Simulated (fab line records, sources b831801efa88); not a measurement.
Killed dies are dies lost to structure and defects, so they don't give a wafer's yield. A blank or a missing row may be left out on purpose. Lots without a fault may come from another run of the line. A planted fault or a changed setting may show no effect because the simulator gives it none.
A struck lot beside a sound one | flow sky130 | 15 steps out of a route of 708
Sound: wafers L108.2, L108.4, L108.6. Struck: wafers L117.1, L117.4, L117.5. The cause comes at the end.
At each step with rows: each side's tool, then ch and its chambers, then its first start. Under that, the readings that differ: sound wafers | struck wafers | difference of the means | sigmas: that difference in standard deviations of wafers without a fault.
alike: readings whose means differ by less than 2 such deviations, and words and numbers that are the same on both sides. not compared: withheld readings, readings that some wafer has no value for, bounds like >300 that may hide the same value, and numbers for which the record gives no deviation and whose values overlap.
The two part at a step that has a row with sigmas, a row that says differs or no value, or rows on one side only. Numbers that don't overlap but have no deviation are shown without sigmas and don't part them. A reading that every wafer of one side lacks parts them only if that side has two wafers or more.

first, 1 step without rows for these wafers: SKY_VIA4_HDPCVD_00 (deposits SiO2, target thk 1750 nm, time 291.7 s).
SKY_VIA4_THK_MEAS_01:
  sound on film_metro-03, day 45 00:31; struck on film_metro-04, day 46 18:58
  alike: VIA4_HDPCVD_THK
SKY_VIA4_CMP_02: polishes SiO2.
  sound on cmp-02 ch 0,2, day 45 00:37; struck on cmp-01 ch 0,1,2, day 46 22:47
  alike: motor_current_A, slurry_filter_dp_kPa
SKY_VIA4_BOW_MEAS_03:
  sound on film_metro-03, day 45 00:53; struck on film_metro-03, day 46 23:05
  alike: VIA4_BOW
then, 3 steps without rows for these wafers: SKY_VIA4_DEHYDRATE_04 (time 60 s); SKY_VIA4_HMDS_05 (prime time 60 s); SKY_VIA4_COAT_06 (resist thk 1140 nm).
SKY_VIA4_SOFTBAKE_07: time 62.73 s.
  sound on litho_track-02 ch 0, day 45 11:11; struck on litho_track-02 ch 0, day 47 09:43
  alike: plate_sensor_t_centre_C, plate_sensor_t_edge_C
then, 3 steps without rows for these wafers: SKY_VIA4_EXPOSE_08 (exposes mask VIM4, target cd 800 nm); SKY_VIA4_PEB_09; SKY_VIA4_DEVELOP_10 (develop time 60 s).
SKY_VIA4_OVL_MEAS_11:
  sound on overlay-02, day 45 21:26; struck on overlay-02, day 47 19:17
  reading       | sound       | struck         | difference | sigmas
  VIA4_OVL (nm) | 5.4 3.5 4.3 | -0.9 -1.3 -2.2 | -5.9       | -3
SKY_VIA4_ETCH_12: etches SiO2 in C4F8/O2/Ar, stops on TiN, target depth 580 nm.
  sound on rie_diel-02 ch 1,3, day 45 21:28; struck on rie_diel-02 ch 1,3, day 47 19:19
  no value came back on the struck wafers for bias_w (W), chamber_pressure_mTorr (mTorr), oes_product_au (a.u.); on the sound wafers bias_w (W) reads 1199 1197 1198
  reading                                   | sound          | struck         | difference | sigmas
  model.NOVOLAK_of_VIA4_COAT_06.thk_nm (nm) | 1007 1009 1003 | 1140 1136 1136 | +131       |
SKY_VIA4_STRIP_13: strips in O2/N2.
  sound on plasma_asher-04 ch 0,1, day 45 21:32; struck on plasma_asher-03 ch 1, day 47 19:23
  reading                      | sound                | struck               | difference | sigmas
  drypump_motor_current_A (A)  | 5.6 5.1 5.6          | 6.4 6.4 6.4          | +1.0       | +2
  oes_product_au (a.u.)        | 0.706 0.708 0.705    | 0.713 0.725 0.716    | +0.012     | +3
  strip_time_to_endpoint_s (s) | 12.818 12.772 12.781 | 14.175 14.122 14.147 | +1.358     | +59
  not compared: rf_hours_counter_h
then, 1 step without rows for these wafers: SKY_VIA4_STRIP_14 (strips in post etch residue remover, time 1200 s).

WHERE THEY PART
First at SKY_VIA4_OVL_MEAS_11; last, within this record, at SKY_VIA4_STRIP_13.

WHY: what the simulator had put in
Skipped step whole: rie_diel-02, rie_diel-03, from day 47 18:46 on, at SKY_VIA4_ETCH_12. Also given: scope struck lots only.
